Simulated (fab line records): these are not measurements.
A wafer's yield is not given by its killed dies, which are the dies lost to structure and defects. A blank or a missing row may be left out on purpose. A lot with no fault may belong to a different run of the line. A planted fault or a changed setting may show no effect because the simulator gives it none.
Split-lot study    flow sfq_line    5 lots, 23 wafers read, on a route of 325 steps

## SPLIT DETAILS
At SFQ_TRILAYER_L0_LITHO_COAT_005 (resist thk 600 nm), the setting spin_rpm was moved away from the recipe's 3000 rpm on 7 of the 23 wafers read, by -6.4% to +5.0%. This setting was run at the recipe's value on the other wafers.

Reading taken at the split's own step.

## THE READING
KrF_of_TRILAYER_L0_LITHO_COAT_005.thk_nm (the simulator's own value, which no gauge read), in nm, at SFQ_TRILAYER_L0_LITHO_COAT_005 (resist thk 600 nm). There is no usual value for it anywhere in the file. Here, 16 wafers ran the recipe; their average is 599.7 nm with a standard deviation of 1.2 nm.

wafer   tool, chamber at the split  spin_rpm as run, rpm  against the recipe  KrF_of_TRILAYER_L0_LITHO_COAT_005.thk_nm, nm  against lot-mates on the recipe
L075.1  litho_track-04, 0           2808                  -6.4%               617.2                                         +17.9
L075.2  litho_track-04, 0           3000                  recipe              598.4                                         -
L075.3  litho_track-04, 0           2808                  -6.4%               618.5                                         +19.2
L075.5  litho_track-04, 0           2808                  -6.4%               619.1                                         +19.8
L075.6  litho_track-04, 0           3000                  recipe              600.2                                         -
L077.1  litho_track-04, 0           3126                  +4.2%               585.5                                         -12.8
L077.3  litho_track-04, 0           3126                  +4.2%               585.8                                         -12.5
L077.4  litho_track-04, 0           3000                  recipe              599.3                                         -
L077.5  litho_track-04, 0           3000                  recipe              597.8                                         -
L077.6  litho_track-04, 0           3000                  recipe              597.8                                         -
L078.1  litho_track-03, 0           3000                  recipe              601.7                                         -
L078.5  litho_track-03, 0           3000                  recipe              599.9                                         -
L078.6  litho_track-03, 0           3000                  recipe              598.8                                         -
L079.2  litho_track-04, 0           3000                  recipe              601.4                                         -
L079.3  litho_track-04, 0           3000                  recipe              599.4                                         -
L079.4  litho_track-04, 0           3000                  recipe              599.5                                         -
L079.5  litho_track-04, 0           3000                  recipe              600.5                                         -
L079.6  litho_track-04, 0           3000                  recipe              601.6                                         -
L080.1  litho_track-04, 0           3150                  +5.0%               585.7                                         -13.9
L080.2  litho_track-04, 0           3000                  recipe              599.6                                         -
L080.3  litho_track-04, 0           3150                  +5.0%               584.6                                         -15.0
L080.4  litho_track-04, 0           3000                  recipe              600.2                                         -
L080.5  litho_track-04, 0           3000                  recipe              599                                           -

FIT RESULTS
A straight line over all 23 wafers: KrF_of_TRILAYER_L0_LITHO_COAT_005.thk_nm changes by -2.98 nm for each +1% of spin_rpm; r = -0.99; the points scatter about the line by 1.2 nm.
The same after taking each lot's own level away (the mean of its wafers on the recipe; 23 wafers): -2.95 nm for each +1%; r = -1.00; scatter 0.85 nm.
On that fit, the largest move of spin_rpm shifts the reading by 19 nm.
The span of the lots' own levels, 598.30 to 600.48 nm, comes to 1.9 times the standard deviation stated above.
The two slopes agree, so the slope changes little with the lot-to-lot level.
Check: for one of the wafers moved furthest among these (-6.4%), held out of the fit, the line's prediction against its lot-mates is +19.2 nm. It came out at +17.9 nm against them.

## THE FILE'S OWN FIT
KrF_of_TRILAYER_L0_LITHO_COAT_005.thk_nm changes by -2.95 nm for each +1% of spin_rpm, r = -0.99.
